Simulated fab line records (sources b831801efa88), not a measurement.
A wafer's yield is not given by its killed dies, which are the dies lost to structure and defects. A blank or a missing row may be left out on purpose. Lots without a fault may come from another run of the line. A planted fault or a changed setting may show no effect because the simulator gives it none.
Struck lot and sound lot, side by side ; flow sky130 ; 15 steps out of a route of 708
Sound: the wafers L571.1, L571.4, L571.6. Wafers L575.3, L575.4, L575.5 were the ones struck. Last of all comes the cause.
Order at every step that has rows: each side's tool, ch and its chambers, its first start. Under that, the readings that differ: sound wafers ; struck wafers ; difference of the means ; sigmas: that difference in standard deviations of wafers without a fault.
alike: a reading whose means differ by less than 2 such deviations, as well as words and numbers matching on both sides. not compared: withheld readings; readings where some wafer has no value; bounds like >300 that might hide an equal value; numbers whose values overlap and for which the record gives no deviation.
The two part at a step that has a row with sigmas, a row that says differs or no value, or rows on one side only. Numbers that don't overlap but have no deviation are shown without sigmas and don't part them. A reading that every wafer of one side lacks parts them only if that side has two wafers or more.

SKY_GATE_OXIDE_OVL_MEAS_10:
  sound on overlay-01 at day 16 16:39; struck on overlay-01 at day 18 04:33
  alike: GATE_OXIDE_OVL
then, 2 steps without rows for these wafers: SKY_GATE_OXIDE_IMPLANT_11; SKY_GATE_OXIDE_WET_ETCH_12 (etches SiO2 in dHF, target depth 16.8 nm, time 336 s).
SKY_GATE_OXIDE_STRIP_13: strips in O2/N2.
  sound on plasma asher-04 ch 0,1, day 16 16:57; struck on plasma asher-01 ch 0,1, day 18 04:52
  alike: drypump motor current A, oes product au, strip time to endpoint s
  not compared: rf hours counter h
SKY_GATE_OXIDE_TW_MEAS_14:
  sound on film metro-04 at day 16 17:03; struck on film metro-02 at day 18 04:56
  alike: GATE_OXIDE_TW
then, 3 steps without rows for these wafers: SKY_GATE_OXIDE_CLEAN_15 (cleans in SC1/SC2, time 150 s); SKY_GATE_OXIDE_OXIDATION_16 (stabilise 600 s, purge 300 s, target thk 3.57 nm); SKY_POLY_GATE_CVD_00 (deposits poly-Si, target thk 180 nm, time 720 s).
SKY_POLY_GATE_THK_MEAS_01:
  sound on film metro-02 at day 16 19:53; struck on film metro-02 at day 18 08:23
reading;sound;struck;difference;sigmas
POLY_GATE_CVD_00_THK (nm);178.6 177.3 177.7;174.6 173.4 173.9;-3.9;-2
then, 3 steps without rows for these wafers: SKY_RES_PROTECT_DEHYDRATE_00 (time 60 s); SKY_RES_PROTECT_HMDS_01 (prime time 60 s); SKY_RES_PROTECT_COAT_02 (resist thk 1140 nm).
SKY_RES_PROTECT_SOFTBAKE_03: time 60 s.
  sound on litho track-03 ch 0, day 17 09:21; struck on litho track-04 ch 0, day 18 23:52
reading;sound;struck;difference;sigmas
run length s (s);89.28 89.09 89.11;92.63 92.65 93.01;+3.60;+14
then, 1 step without rows for these wafers: SKY_RES_PROTECT_EXPOSE_04 (exposes mask RPM, target cd 1270 nm).
-- the record jumps here: 30 days lie between the struck wafers' starts before and after (it left off in module RES_PROTECT and takes up again in module PAD_OPEN, whose first step shown is number 708 of the route) --
SKY_PAD_OPEN_PROBE_99:
  record: rows for the struck wafers here (prober-01, day 48 17:08), none for the sound ones

WHERE THEY PART
Last at SKY_PAD_OPEN_PROBE_99 as far as this record goes, first at SKY_POLY_GATE_THK_MEAS_01.

WHY: the cause the simulator had injected
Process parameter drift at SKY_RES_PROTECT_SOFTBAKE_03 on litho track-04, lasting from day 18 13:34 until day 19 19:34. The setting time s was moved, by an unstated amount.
